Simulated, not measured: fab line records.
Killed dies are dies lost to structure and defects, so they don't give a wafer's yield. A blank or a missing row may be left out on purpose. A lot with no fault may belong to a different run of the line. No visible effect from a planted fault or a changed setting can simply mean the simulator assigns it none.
Matching of chambers ; flow sky130 ; wet_bench-02 running SKY_FIELD_ISO_WET_ETCH_29: 3 sister chambers
The step etches Si3N4 in H3PO4, target depth 160 nm, time 1825 s. 14 wafers are shown with their chamber, then 7 later ones without.

## WAFERS, EACH WITH ITS CHAMBER
wafer;chamber;bath_heat_duty_pct (%);bath_guard_temp_C (C)
L472.1;1;26;161.0
L472.2;1;25;160.9
L472.5;1;26;160.7
L473.1;1;25;160.4
L473.2;1;25;161.0
L473.3;1;25;161.0
L474.1;0;27;159.5
L474.3;0;28;159.5
L474.6;0;28;159.5
L485.3;2;28;160.9
L485.4;2;28;160.3
L485.5;2;28;160.6
L491.2;0;28;159.5
L491.4;0;28;159.5

SIGNATURES (averages over the wafers above)
reading;chamber 0;chamber 1;chamber 2;scatter within a chamber
bath_heat_duty_pct;27.80;25.33;28.00;0.44
bath_guard_temp_C;159.500;160.833;160.600;0.207
Rule: distance of a wafer from a chamber = root of the sum over the readings of ((wafer's reading minus chamber's mean) / reading's scatter) squared. If the next closest chamber is less than 2 further off than the closest, the wafer can't be placed; otherwise it belongs to the closest. How the scatter is found: for the shown wafers, subtract from each reading the mean of its chamber, square and add these, divide the total by (wafers less chambers), then take the root.

## WAFERS MISSING THEIR CHAMBER
wafer;bath_heat_duty_pct (%);bath_guard_temp_C (C)
L491.6;27;159.7
L492.4;27;160.4
L492.5;26;160.4
L492.6;26;160.6
L493.1;25;160.7
L493.4;26;161.3
L493.5;27;160.5

## CHAMBER TAKEN BY EACH
wafer;from the rows above;in truth
L491.6;0;0
L492.4;can't be placed: 2 or 1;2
L492.5;1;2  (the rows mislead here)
L492.6;1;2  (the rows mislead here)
L493.1;1;1
L493.4;1;1
L493.5;can't be placed: 2 or 1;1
Correct placement for 3 of the 7. Unplaceable from these rows: 2, with the true chamber sitting among the candidates in 2. Number placed wrongly: 2.
